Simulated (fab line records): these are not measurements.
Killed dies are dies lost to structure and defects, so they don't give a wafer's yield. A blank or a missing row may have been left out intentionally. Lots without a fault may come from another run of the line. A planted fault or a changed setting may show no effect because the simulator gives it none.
Which tool did it? || flow gf180mcu || Sampling: 13 lots, 39 wafers, 4 of 602 route steps

## WHAT EACH GAUGE READ, for each wafer
GF_HV_LDD_TW_MEAS_38.
{"lot": "L335", "measured": "day 11 21:02", "on": "film-metro-01", "HV_LDD_3_TW": "1454 1459 1456"}
{"lot": "L338", "measured": "day 12 23:30", "on": "film-metro-01", "HV_LDD_3_TW": "1445 1449 1445"}
{"lot": "L339", "measured": "day 13 06:34", "on": "film-metro-03", "HV_LDD_3_TW": "1435 1436 1438"}
{"lot": "L340", "measured": "day 13 16:52", "on": "film-metro-03", "HV_LDD_3_TW": "1434 1436 1436"}
{"lot": "L342", "measured": "day 14 10:00", "on": "film-metro-04", "HV_LDD_3_TW": "1424 1426 1425"}
{"lot": "L343", "measured": "day 14 18:33", "on": "film-metro-03", "HV_LDD_3_TW": "1436 1440 1438"}
{"lot": "L345", "measured": "day 15 06:56", "on": "film-metro-01", "HV_LDD_3_TW": "1454 1438 1454"}
{"lot": "L350", "measured": "day 16 19:49", "on": "film-metro-01", "HV_LDD_3_TW": "1439 1437 1437"}
{"lot": "L352", "measured": "day 17 08:42", "on": "film-metro-03", "HV_LDD_3_TW": "1456 1455 1449"}
{"lot": "L353", "measured": "day 17 19:42", "on": "film-metro-01", "HV_LDD_3_TW": "1441 1446 1448"}
{"lot": "L354", "measured": "day 18 07:32", "on": "film-metro-04", "HV_LDD_3_TW": "1418 1428 1413"}
{"lot": "L356", "measured": "day 18 16:28", "on": "film-metro-01", "HV_LDD_3_TW": "1455 1456 1457"}
{"lot": "L357", "measured": "day 19 02:44", "on": "film-metro-01", "HV_LDD_3_TW": "1445 1444 1448"}

GF_HV_LDD_CD_MEAS_46 targets a cd of 400 nm.
{"lot": "L335", "measured": "day 12 16:19", "on": "cd-sem-02", "cd-nm (nm)": "400.5 401.1 400.7"}
{"lot": "L338", "measured": "day 13 19:15", "on": "cd-sem-02", "cd-nm (nm)": "398.0 395.8 398.1"}
{"lot": "L339", "measured": "day 14 03:18", "on": "cd-sem-01", "cd-nm (nm)": "400.1 398.2 399.0"}
{"lot": "L340", "measured": "day 14 13:13", "on": "cd-sem-01", "cd-nm (nm)": "399.4 401.0 399.7"}
{"lot": "L342", "measured": "day 15 07:36", "on": "cd-sem-02", "cd-nm (nm)": "401.5 400.8 400.6"}
{"lot": "L343", "measured": "day 15 16:34", "on": "cd-sem-01", "cd-nm (nm)": "397.2 398.5 398.5"}
{"lot": "L345", "measured": "day 16 03:57", "on": "cd-sem-01", "cd-nm (nm)": "400.2 400.1 399.9"}
{"lot": "L350", "measured": "day 17 18:34", "on": "cd-sem-01", "cd-nm (nm)": "402.1 403.4 402.3"}
{"lot": "L352", "measured": "day 18 07:30", "on": "cd-sem-01", "cd-nm (nm)": "398.7 399.9 395.1"}
{"lot": "L353", "measured": "day 18 19:06", "on": "cd-sem-02", "cd-nm (nm)": "400.2 400.5 396.9"}
{"lot": "L354", "measured": "day 19 06:49", "on": "cd-sem-02", "cd-nm (nm)": "400.3 400.7 400.7"}
{"lot": "L356", "measured": "day 19 16:48", "on": "cd-sem-02", "cd-nm (nm)": "401.1 401.7 399.1"}
{"lot": "L357", "measured": "day 20 02:13", "on": "cd-sem-02", "cd-nm (nm)": "398.7 400.7 398.7"}

## WHICH TOOL RAN EACH LOT (tool, then ch and the chambers of the sampled wafers, then the start)
{"lot": "L335", "GF_VT_IMPLANT_STRIP_09": "plasma-asher-04 ch 0,1, day 5 21:49", "GF_DUAL_GATE_OXIDATION_02": "furnace-01 ch 0, day 7 21:51"}
{"lot": "L338", "GF_VT_IMPLANT_STRIP_09": "plasma-asher-04 ch 0,1, day 6 18:46", "GF_DUAL_GATE_OXIDATION_02": "furnace-01 ch 0, day 8 20:27"}
{"lot": "L339", "GF_VT_IMPLANT_STRIP_09": "plasma-asher-04 ch 0,1, day 6 23:34", "GF_DUAL_GATE_OXIDATION_02": "furnace-01 ch 0, day 9 01:40"}
{"lot": "L340", "GF_VT_IMPLANT_STRIP_09": "plasma-asher-02 ch 0,1, day 7 06:52", "GF_DUAL_GATE_OXIDATION_02": "furnace-01 ch 0, day 9 11:04"}
{"lot": "L342", "GF_VT_IMPLANT_STRIP_09": "plasma-asher-03 ch 0, day 7 19:55", "GF_DUAL_GATE_OXIDATION_02": "furnace-01 ch 0, day 10 00:47"}
{"lot": "L343", "GF_VT_IMPLANT_STRIP_09": "plasma-asher-03 ch 0,1, day 8 04:31", "GF_DUAL_GATE_OXIDATION_02": "furnace-02 ch 0, day 10 08:44"}
{"lot": "L345", "GF_VT_IMPLANT_STRIP_09": "plasma-asher-04 ch 0,1, day 8 14:01", "GF_DUAL_GATE_OXIDATION_02": "furnace-02 ch 0, day 10 20:31"}
{"lot": "L350", "GF_VT_IMPLANT_STRIP_09": "plasma-asher-03 ch 0,1, day 9 17:34", "GF_DUAL_GATE_OXIDATION_02": "furnace-02 ch 0, day 12 02:28"}
{"lot": "L352", "GF_VT_IMPLANT_STRIP_09": "plasma-asher-02 ch 0,1, day 10 05:17", "GF_DUAL_GATE_OXIDATION_02": "furnace-01 ch 0, day 12 14:19"}
{"lot": "L353", "GF_VT_IMPLANT_STRIP_09": "plasma-asher-02 ch 0,1, day 10 11:16", "GF_DUAL_GATE_OXIDATION_02": "furnace-02 ch 0, day 12 22:31"}
{"lot": "L354", "GF_VT_IMPLANT_STRIP_09": "plasma-asher-03 ch 0, day 10 21:34", "GF_DUAL_GATE_OXIDATION_02": "furnace-02 ch 0, day 13 09:36"}
{"lot": "L356", "GF_VT_IMPLANT_STRIP_09": "plasma-asher-04 ch 0,1, day 11 05:31", "GF_DUAL_GATE_OXIDATION_02": "furnace-01 ch 0, day 13 18:31"}
{"lot": "L357", "GF_VT_IMPLANT_STRIP_09": "plasma-asher-02 ch 0,1, day 11 14:07", "GF_DUAL_GATE_OXIDATION_02": "furnace-01 ch 0, day 14 03:08"}
- GF_VT_IMPLANT_STRIP_09: strips in O2/N2.
- GF_DUAL_GATE_OXIDATION_02: stabilise 600 s, purge 300 s, target thk 10.887 nm.

## WHAT THE TOOLS THEMSELVES READ (means of the sampled wafers that have a number; where no wafer has one, the mark that the record gives instead)
GF_VT_IMPLANT_STRIP_09.
{"lot": "L335", "tool": "plasma-asher-04", "drypump-motor-current-A (A)": 6.2, "heater-power-w (W)": 301, "oes-product-au (a.u.)": 0.719, "strip-time-to-endpoint-s (s)": 12.65}
{"lot": "L338", "tool": "plasma-asher-04", "drypump-motor-current-A (A)": 5.9, "heater-power-w (W)": 318, "oes-product-au (a.u.)": 0.715, "strip-time-to-endpoint-s (s)": 12.61}
{"lot": "L339", "tool": "plasma-asher-04", "drypump-motor-current-A (A)": 6.2, "heater-power-w (W)": 299, "oes-product-au (a.u.)": 0.720, "strip-time-to-endpoint-s (s)": 12.62}
{"lot": "L340", "tool": "plasma-asher-02", "drypump-motor-current-A (A)": 5.7, "heater-power-w (W)": 336, "oes-product-au (a.u.)": 0.720, "strip-time-to-endpoint-s (s)": 12.63}
{"lot": "L342", "tool": "plasma-asher-03", "drypump-motor-current-A (A)": 6.3, "heater-power-w (W)": 311, "oes-product-au (a.u.)": 0.716, "strip-time-to-endpoint-s (s)": 12.65}
{"lot": "L343", "tool": "plasma-asher-03", "drypump-motor-current-A (A)": 5.9, "heater-power-w (W)": 304, "oes-product-au (a.u.)": 0.712, "strip-time-to-endpoint-s (s)": 12.65}
{"lot": "L345", "tool": "plasma-asher-04", "drypump-motor-current-A (A)": 6.0, "heater-power-w (W)": 315, "oes-product-au (a.u.)": 0.719, "strip-time-to-endpoint-s (s)": 12.63}
{"lot": "L350", "tool": "plasma-asher-03", "drypump-motor-current-A (A)": 6.1, "heater-power-w (W)": 308, "oes-product-au (a.u.)": 0.715, "strip-time-to-endpoint-s (s)": 12.66}
{"lot": "L352", "tool": "plasma-asher-02", "drypump-motor-current-A (A)": 5.6, "heater-power-w (W)": 370, "oes-product-au (a.u.)": 0.714, "strip-time-to-endpoint-s (s)": 12.59}
{"lot": "L353", "tool": "plasma-asher-02", "drypump-motor-current-A (A)": 5.7, "heater-power-w (W)": 331, "oes-product-au (a.u.)": 0.714, "strip-time-to-endpoint-s (s)": 12.65}
{"lot": "L354", "tool": "plasma-asher-03", "drypump-motor-current-A (A)": 6.3, "heater-power-w (W)": 310, "oes-product-au (a.u.)": 0.718, "strip-time-to-endpoint-s (s)": 12.64}
{"lot": "L356", "tool": "plasma-asher-04", "drypump-motor-current-A (A)": 6.0, "heater-power-w (W)": 316, "oes-product-au (a.u.)": 0.718, "strip-time-to-endpoint-s (s)": 12.64}
{"lot": "L357", "tool": "plasma-asher-02", "drypump-motor-current-A (A)": 5.7, "heater-power-w (W)": 340, "oes-product-au (a.u.)": 0.718, "strip-time-to-endpoint-s (s)": 12.57}

GF_DUAL_GATE_OXIDATION_02.
{"lot": "L335", "tool": "furnace-01", "spike-tc-bottom-C (C)": 918.4, "spike-tc-lower-C (C)": 899.0, "spike-tc-top-C (C)": 908.6, "spike-tc-upper-C (C)": 901.8, "tube-center-temp-C (C)": 900, "tube_center_temp_C_max": 902.2}
{"lot": "L338", "tool": "furnace-01", "spike-tc-bottom-C (C)": 919.9, "spike-tc-lower-C (C)": 900.4, "spike-tc-top-C (C)": 908.7, "spike-tc-upper-C (C)": 899.5, "tube-center-temp-C (C)": 900, "tube_center_temp_C_max": 902.4}
{"lot": "L339", "tool": "furnace-01", "spike-tc-bottom-C (C)": 918.1, "spike-tc-lower-C (C)": 899.4, "spike-tc-top-C (C)": 908.2, "spike-tc-upper-C (C)": 900.5, "tube-center-temp-C (C)": 900, "tube_center_temp_C_max": 902.4}
{"lot": "L340", "tool": "furnace-01", "spike-tc-bottom-C (C)": 916.5, "spike-tc-lower-C (C)": 896.6, "spike-tc-top-C (C)": 905.3, "spike-tc-upper-C (C)": 896.8, "tube-center-temp-C (C)": 897, "tube_center_temp_C_max": 898.9}
{"lot": "L342", "tool": "furnace-01", "spike-tc-bottom-C (C)": 915.3, "spike-tc-lower-C (C)": 895.4, "spike-tc-top-C (C)": 906.5, "spike-tc-upper-C (C)": 898.0, "tube-center-temp-C (C)": 897, "tube_center_temp_C_max": 898.6}
{"lot": "L343", "tool": "furnace-02", "spike-tc-bottom-C (C)": 920.0, "spike-tc-lower-C (C)": 899.2, "spike-tc-top-C (C)": 908.0, "spike-tc-upper-C (C)": 900.7, "tube-center-temp-C (C)": 900, "tube_center_temp_C_max": 902.8}
{"lot": "L345", "tool": "furnace-02", "spike-tc-bottom-C (C)": 918.8, "spike-tc-lower-C (C)": 900.4, "spike-tc-top-C (C)": 908.4, "spike-tc-upper-C (C)": 901.7, "tube-center-temp-C (C)": 900, "tube_center_temp_C_max": 902.4}
{"lot": "L350", "tool": "furnace-02", "spike-tc-bottom-C (C)": 918.9, "spike-tc-lower-C (C)": 899.9, "spike-tc-top-C (C)": 906.9, "spike-tc-upper-C (C)": 900.3, "tube-center-temp-C (C)": 900, "tube_center_temp_C_max": 902.6}
{"lot": "L352", "tool": "furnace-01", "spike-tc-bottom-C (C)": 920.0, "spike-tc-lower-C (C)": 898.9, "spike-tc-top-C (C)": 909.3, "spike-tc-upper-C (C)": 900.5, "tube-center-temp-C (C)": 900, "tube_center_temp_C_max": 902.2}
{"lot": "L353", "tool": "furnace-02", "spike-tc-bottom-C (C)": 918.9, "spike-tc-lower-C (C)": 900.4, "spike-tc-top-C (C)": 907.8, "spike-tc-upper-C (C)": 901.8, "tube-center-temp-C (C)": 900, "tube_center_temp_C_max": 902.0}
{"lot": "L354", "tool": "furnace-02", "spike-tc-bottom-C (C)": 919.3, "spike-tc-lower-C (C)": 900.2, "spike-tc-top-C (C)": 907.8, "spike-tc-upper-C (C)": 901.2, "tube-center-temp-C (C)": 900, "tube_center_temp_C_max": 902.1}
{"lot": "L356", "tool": "furnace-01", "spike-tc-bottom-C (C)": 919.8, "spike-tc-lower-C (C)": 899.5, "spike-tc-top-C (C)": 908.6, "spike-tc-upper-C (C)": 901.2, "tube-center-temp-C (C)": 900, "tube_center_temp_C_max": 902.4}
{"lot": "L357", "tool": "furnace-01", "spike-tc-bottom-C (C)": 919.7, "spike-tc-lower-C (C)": 900.0, "spike-tc-top-C (C)": 908.3, "spike-tc-upper-C (C)": 901.2, "tube-center-temp-C (C)": 900, "tube_center_temp_C_max": 902.7}

## THE ANSWER, worked out from the rows above alone
Rule: the usual values come from the lots themselves. The widest of any qualifying gaps counts: lots, ordered by their means at a reading, are off when they make up no more than a third of the lots, leave a main group of 4 or more, and stand apart from it by 3 or more times the standard deviation of that group's means. A main group whose means are all the same, to the digits that the tables above print for the reading, isn't used. A lot without any number at a reading at which 4 lots or more have one is off too. The other lots that the step has rows for count as sound. The gauges are gone through in route order, then the tools' own readings, and for those a lot's mean is taken as printed above. The first step at which some lot is off is used, and at that step the reading that is off furthest; a lot without a number counts as furthest.
Off, at GF_DUAL_GATE_OXIDATION_02 on tube_center_temp_C_max: L340, L342. The main group: mean 902.4, standard deviation 0.24.
If a tool, at that step or one of the process steps before it, ran each lot that is off and ran no sound lot following the first of them, it fits. No candidate that was tried fits.

## WHAT THE SIMULATOR HAD PUT IN
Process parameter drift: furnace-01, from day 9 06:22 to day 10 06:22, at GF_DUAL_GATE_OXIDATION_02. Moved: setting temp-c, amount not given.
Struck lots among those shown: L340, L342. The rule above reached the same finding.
